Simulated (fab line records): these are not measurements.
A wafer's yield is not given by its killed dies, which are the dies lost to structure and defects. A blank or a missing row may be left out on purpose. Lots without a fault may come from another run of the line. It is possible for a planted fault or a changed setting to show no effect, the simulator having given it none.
A struck lot beside a sound one / flow gf180mcu / 15 out of 602 route steps
Sound: the wafers L764.1, L764.2, L764.6. Struck: wafers L755.1, L755.2, L755.6. At the end, the cause is stated.
Per side, at each step with rows, come the tool, then ch with its chambers, and then its first start. Under that, the readings that differ: sound wafers / struck wafers / difference of the means / sigmas: that difference in standard deviations of wafers without a fault.
alike: words and numbers the same on both sides, and readings whose means are apart by under 2 such deviations; not compared: readings that were withheld, readings missing a value for some wafer, numbers with overlapping values and no deviation given by the record, and bounds like >300 which may hide the same value.
The two part at a step that has a row with sigmas, a row that says differs or no value, or rows on one side only. Non-overlapping numbers with no deviation appear without sigmas and do not part them. Lack of a reading on every wafer of one side parts them only where that side has two or more wafers.

GF_MIM_SPUTTER_09: material TiN, target thk 35 nm, time 29.2 s.
  sound on pvdSputter-03, day 31 03:34; struck on pvdSputter-03, day 28 15:22
  alike: throttleValvePct
GF_MIM_RS_MEAS_10: measures by four-point-probe.
  sound on filmMetro-02, day 31 03:36; struck on filmMetro-03, day 28 15:23
reading=MIM_ALCU_RS (ohm/sq); sound=0.1635 0.1617 0.1626; struck=0.1562 0.1578 0.1580; difference=-0.0053; sigmas=-3
GF_MIM_THK_MEAS_11: measures by xrf.
  sound on filmMetro-02, day 31 03:43; struck on filmMetro-03, day 28 15:31
reading=MIM_ALCU_THK (nm); sound=195.1 196.8 195.5; struck=202.4 199.8 200.4; difference=+5.1; sigmas=+2
then, 7 steps without rows for these wafers: GF_MIM_DEHYDRATE_12 (time 60 s); GF_MIM_HMDS_13 (prime time 60 s); GF_MIM_COAT_14 (resist thk 1000 nm); GF_MIM_SOFTBAKE_15 (time 60 s); GF_MIM_EXPOSE_16 (exposes mask FuseTop, target cd 2000 nm); GF_MIM_PEB_17; GF_MIM_DEVELOP_18 (develop time 60 s).
GF_MIM_METAL_ETCH_19: etches the open film in Cl2/BCl3, stops on Si3N4, target depth 324.5 nm, time 54.1 s.
  sound on rieMetal-03 ch 0,1, day 31 20:28; struck on rieMetal-04 ch 0,1, day 29 10:29
reading=oesProductAu (a.u.); sound=0.931 0.938 0.931; struck=0.957 0.955 0.940; difference=+0.017; sigmas=+3
  alike: chamberPressureMTorr, drypumpMotorCurrentA, throttleValvePct
  not compared: rfHoursCounterH
GF_MIM_STRIP_20: strips in O2/N2.
  sound on plasmaAsher-02 ch 0,1, day 31 20:34; struck on plasmaAsher-01 ch 0,1, day 29 10:34
reading=heaterPowerW (W); sound=342 314 310; struck=412 339 390; difference=+58; sigmas=+2
  alike: chamberPressureMTorr, drypumpMotorCurrentA, oesProductAu, stripTimeToEndpointS
  not compared: rfHoursCounterH
GF_MIM_STRIP_21: strips in post etch residue remover, time 1200 s.
  sound on wetBench-02 ch 1, day 31 20:40; struck on wetBench-04 ch 1, day 29 10:40
  no value came back on the struck wafers for bathGuardTempC (C), bathHeatDutyPct (%); on the sound wafers bathGuardTempC (C) reads 73.0 73.0 73.3
then, 1 step without rows for these wafers: GF_MIM_CLEAN_22 (cleans in DIW).
-- the record jumps here: 3 days lie between the struck wafers' starts before and after (it left off in module MIM and takes up again in module PASSIVATION, whose first step shown is number 602 of the route) --
GF_PASSIVATION_PROBE_99:
  only the struck wafers here have rows in the record (prober-02, day 32 13:35); the sound ones have none

## WHERE THEY PART
Earliest at GF_MIM_RS_MEAS_10; latest, in this record, at GF_PASSIVATION_PROBE_99.

WHY: the cause the simulator had injected
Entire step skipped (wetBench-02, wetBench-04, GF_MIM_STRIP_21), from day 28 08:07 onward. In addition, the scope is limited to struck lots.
